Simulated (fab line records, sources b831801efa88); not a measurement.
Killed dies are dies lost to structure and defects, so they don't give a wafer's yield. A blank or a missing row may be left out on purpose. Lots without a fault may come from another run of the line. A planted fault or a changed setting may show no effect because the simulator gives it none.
One fault seen from 2 desks | flow gf180mcu | each desk has only its own numbers; what lay behind them comes last

THE TOOL OWNER'S DESK: implanter-01
The tool's own readings at GF_LVPWELL_IMPLANT_08: means of the sampled wafers that have a number, for each lot that ran on this tool. A lot is out of limits, marked OUT, if its mean lies more than 4 standard deviations from the usual mean; the brackets give that distance.
Columns: A = beam_energy_keV at GF_LVPWELL_IMPLANT_08, usual 170.00
lot  | first seen here | A
L350 | day 4 13:02     | 170.03
L351 | day 4 15:17     | 170.01
L356 | day 5 19:25     | 170.02
L357 | day 5 23:17     | 169.92
L360 | day 6 17:29     | 146.12 (-99 or more) OUT
L361 | day 6 22:11     | 146.06 (-99 or more) OUT
L362 | day 7 05:20     | 146.10 (-99 or more) OUT
This desk's finding: out of limits on L360, L361, L362; first on L360, day 6 17:29 (beam_energy_keV at GF_LVPWELL_IMPLANT_08). In limits: L350, L351, L356, L357.

THE METROLOGY DESK
What the gauges read, lot by lot, whatever tool the lot ran on: means of the sampled wafers that have a number. A lot is out of limits, marked OUT, if its mean lies more than 4 standard deviations from the usual mean; the brackets give that distance.
Columns: A = STI_OXIDATION_01_THK at GF_STI_THK_MEAS_22, usual 15.08 nm; B = LVPWELL_RS at GF_VT_IMPLANT_RS_MEAS_48, usual 1197 ohm/sq; C = POLY_GATE_OVL at GF_POLY_GATE_OVL_MEAS_11, usual -3 nm
lot  | first seen here | A     | B              | C
L348 | day 2 05:14     | 14.98 | 1199           | -1
L349 | day 2 08:43     | 14.68 | 1197           | 2
L350 | day 2 18:25     | 14.93 | 1194           | -1
L351 | day 2 20:36     | 14.90 | 1197           | -5
L355 | day 3 15:02     | 15.52 | 1202           | 1
L356 | day 3 20:54     | 15.17 | 1192           | -4
L357 | day 4 02:49     | 15.25 | 1200           | -7
L359 | day 4 11:49     | 14.61 | 1201           | 1
L360 | day 4 18:15     | 15.06 | 1230 (+11) OUT | -2
L361 | day 4 21:51     | 14.91 | 1233 (+12) OUT | 1
L362 | day 5 04:21     | 15.13 | 1235 (+12) OUT | -1
L368 | day 6 10:32     | 15.22 | 1196           | -3
L369 | day 6 16:01     | 15.22 | 1197           | -6
L371 | day 7 01:58     | 15.34 | 1197           | -3
This desk's finding: out of limits on L360, L361, L362; first on L360, day 11 00:49 (LVPWELL_RS at GF_VT_IMPLANT_RS_MEAS_48). In limits: L348, L349, L350, L351, L355, L356, L357, L359, L368, L369, L371.

PUT TOGETHER
The tool owner's desk could have raised an alarm at day 6 17:29, on L360, L361, L362.
The metrology desk could have raised an alarm at day 11 00:49, on L360, L361, L362.
Of the lots named, all ran GF_LVPWELL_IMPLANT_08 on implanter-01.

WHAT THE SIMULATOR HAD PUT IN
Process parameter drift: implanter-01, from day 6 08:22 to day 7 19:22, at GF_LVPWELL_IMPLANT_08. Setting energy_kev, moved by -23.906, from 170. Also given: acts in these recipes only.
Lots struck among those shown: L360, L361, L362.
Hours from the fault's start to each desk's first reading out of limits: the tool owner's desk, 9; the metrology desk, 112.
